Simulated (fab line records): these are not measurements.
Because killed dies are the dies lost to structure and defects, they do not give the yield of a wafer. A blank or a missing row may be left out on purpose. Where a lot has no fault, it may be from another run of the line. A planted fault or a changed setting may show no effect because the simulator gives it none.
Comparing a struck lot with a sound one	flow sky130	43 steps out of a route of 708
Sound: these wafers, L103.2, L103.5, L103.6. Struck: wafer L101.2 (left out: L101.1, L101.6 of the same lot, which were not struck); the cause appears at the end.
Each step with rows lists, per side, the tool, then ch with its chambers, then its first start. Under that, the readings that differ: sound wafers	struck wafers	difference of the means	sigmas: that difference in standard deviations of wafers without a fault.
alike: same words and numbers on both sides, and readings whose means sit less than 2 such deviations apart. not compared: any withheld reading, any reading some wafer has no value for, any bound like >300 that may hide the same value, and any number with overlapping values for which the record gives no deviation.
Wherever a step has rows on one side only, a row that says differs or no value, or a row with sigmas, the two part there. Numbers that have no deviation but don't overlap get no sigmas and don't part them. Lack of a reading on every wafer of one side parts them only where that side has two or more wafers.

SKY_FIELD_ISO_THK_MEAS_04:
  sound on film metro-04 at day 5 00:07; struck on film metro-02 at day 4 13:03
  alike: FIELD_ISO_CVD_03_THK
then, 8 steps without rows for these wafers: SKY_FIELD_ISO_DEHYDRATE_05 (time 60 s); SKY_FIELD_ISO_HMDS_06 (prime time 60 s); SKY_FIELD_ISO_COAT_07 (resist thk 60 nm); SKY_FIELD_ISO_COAT_08 (resist thk 450 nm); SKY_FIELD_ISO_SOFTBAKE_09 (time 90 s); SKY_FIELD_ISO_EXPOSE_10 (exposes mask FOM, target cd 150 nm); SKY_FIELD_ISO_PEB_11; SKY_FIELD_ISO_DEVELOP_12 (develop time 60 s).
SKY_FIELD_ISO_CD_MEAS_13 targets a cd of 150 nm.
  sound on cd sem-02 at day 5 16:47; struck on cd sem-02 at day 5 06:07
  alike: cd nm
SKY_FIELD_ISO_ETCH_14: etches BARC in N2/H2, stops on SiO2, time 45.9 s, target depth 60 nm.
  sound on rie diel-04 ch 0,1, day 5 16:53; struck on rie diel-04 ch 0, day 5 06:14
  alike: drypump motor current A, oes product au, throttle valve pct
  not compared: rf hours counter h
SKY_FIELD_ISO_ETCH_15: etches the open film in CHF3/O2, stops on Si, target depth 180 nm, time 72 s.
  sound on rie diel-04 ch 0,1, day 5 16:55; struck on rie diel-04 ch 0, day 5 06:16
  alike: drypump motor current A, oes product au, throttle valve pct
  not compared: rf hours counter h
SKY_FIELD_ISO_STRIP_16: strips in O2/N2.
  sound on plasma asher-03 ch 0,1, day 5 16:59; struck on plasma asher-04 ch 0, day 5 06:20
  alike: drypump motor current A, oes product au, strip time to endpoint s
  not compared: rf hours counter h
SKY_FIELD_ISO_ETCH_17: etches Si in HBr/Cl2/O2, target depth 342 nm, time 97.7 s.
  sound on rie si-02 ch 1,2,3, day 5 17:05; struck on rie si-01 ch 3, day 5 06:26
  alike: drypump motor current A, he backside leak sccm, oes product au, throttle valve pct
  not compared: rf hours counter h
then, 5 steps without rows for these wafers: SKY_FIELD_ISO_WET_ETCH_18 (etches Si3N4 in H3PO4, target depth 25 nm, time 286 s); SKY_FIELD_ISO_CLEAN_19 (cleans in SC1/SC2, time 150 s); SKY_FIELD_ISO_CLEAN_20 (cleans in dHF, time 20 s); SKY_FIELD_ISO_WET_ETCH_21 (etches SiO2 in dHF, target depth 20 nm, time 400 s); SKY_FIELD_ISO_OXIDATION_22 (stabilise 600 s, purge 300 s, target thk 10 nm).
SKY_FIELD_ISO_THK_MEAS_23:
  sound on film metro-03 at day 5 19:29; struck on film metro-04 at day 5 08:31
  alike: FIELD_ISO_OXIDATION_01_THK
then, 1 step without rows for these wafers: SKY_FIELD_ISO_CVD_24 (deposits SiO2, target thk 595 nm, time 99.2 s).
SKY_FIELD_ISO_THK_MEAS_25:
  sound on film metro-04 at day 5 19:39; struck on film metro-03 at day 5 08:41
  alike: FIELD_ISO_CVD_24_THK
then, 1 step without rows for these wafers: SKY_FIELD_ISO_ANNEAL_26 (time 1800 s).
SKY_FIELD_ISO_CMP_27: polishes, stops on Si3N4, t overpolish 16 s, target thk 457.8 nm.
  sound on cmp-02 ch 0,1, day 5 22:08; struck on cmp-01 ch 1, day 5 10:14
  alike: motor current A, overpolish run s, slurry filter dp kPa, time to endpoint s
then, 5 steps without rows for these wafers: SKY_FIELD_ISO_WET_ETCH_28 (etches SiO2 in dHF, target depth 23.7 nm, time 47 s); SKY_FIELD_ISO_WET_ETCH_29 (etches Si3N4 in H3PO4, target depth 160 nm, time 1825 s); SKY_FIELD_ISO_WET_ETCH_30 (etches SiO2 in dHF, target depth 25 nm, time 50 s); SKY_NWELL_CLEAN_00 (cleans in SC1/SC2, time 150 s); SKY_NWELL_OXIDATION_01 (stabilise 600 s, purge 300 s, target thk 10 nm).
SKY_NWELL_THK_MEAS_02:
  sound on film metro-01 at day 6 00:58; struck on film metro-01 at day 5 14:01
  alike: NWELL_OXIDATION_THK
then, 8 steps without rows for these wafers: SKY_DNWELL_DEHYDRATE_00 (time 60 s); SKY_DNWELL_HMDS_01 (prime time 60 s); SKY_DNWELL_COAT_02 (resist thk 3000 nm); SKY_DNWELL_SOFTBAKE_03; SKY_DNWELL_EXPOSE_04 (exposes mask DNM, target cd 3000 nm); SKY_DNWELL_PEB_05; SKY_DNWELL_DEVELOP_06 (develop time 60 s); SKY_DNWELL_IMPLANT_07.
SKY_DNWELL_STRIP_08: strips in O2/N2.
  sound on plasma asher-01 ch 0,1, day 6 19:40; struck on plasma asher-03 ch 0, day 6 08:52
  alike: drypump motor current A, oes product au, strip time to endpoint s
  not compared: rf hours counter h
SKY_DNWELL_TW_MEAS_09:
  sound on film metro-03 at day 6 19:46; struck on film metro-03 at day 6 08:58
  alike: DNWELL_TW
then, 2 steps without rows for these wafers: SKY_PWDE_DEHYDRATE_00 (time 60 s); SKY_PWDE_HMDS_01 (prime time 60 s).
-- the record jumps here: 43 days lie between the struck wafers' starts before and after (it left off in module PWDE and takes up again in module PAD_OPEN, whose first step shown is number 708 of the route) --
SKY_PAD_OPEN_PROBE_99:
  sound on prober-02 at day 49 17:44; struck on prober-02 at day 49 09:13
reading	sound	struck	difference	sigmas
killed at front end	16 17 15	74	+58	+15
killed dies	100 92 87	148	+55	+6
killed on rim	22 15 15	28	+11	+3
  alike: killed_at_M0_to_M3, killed_at_M4_up, killed at contacts, killed at other, killed open, killed short

WHERE THEY PART
Only at SKY_PAD_OPEN_PROBE_99, as far as this record shows.

WHY: whatever the simulator had introduced
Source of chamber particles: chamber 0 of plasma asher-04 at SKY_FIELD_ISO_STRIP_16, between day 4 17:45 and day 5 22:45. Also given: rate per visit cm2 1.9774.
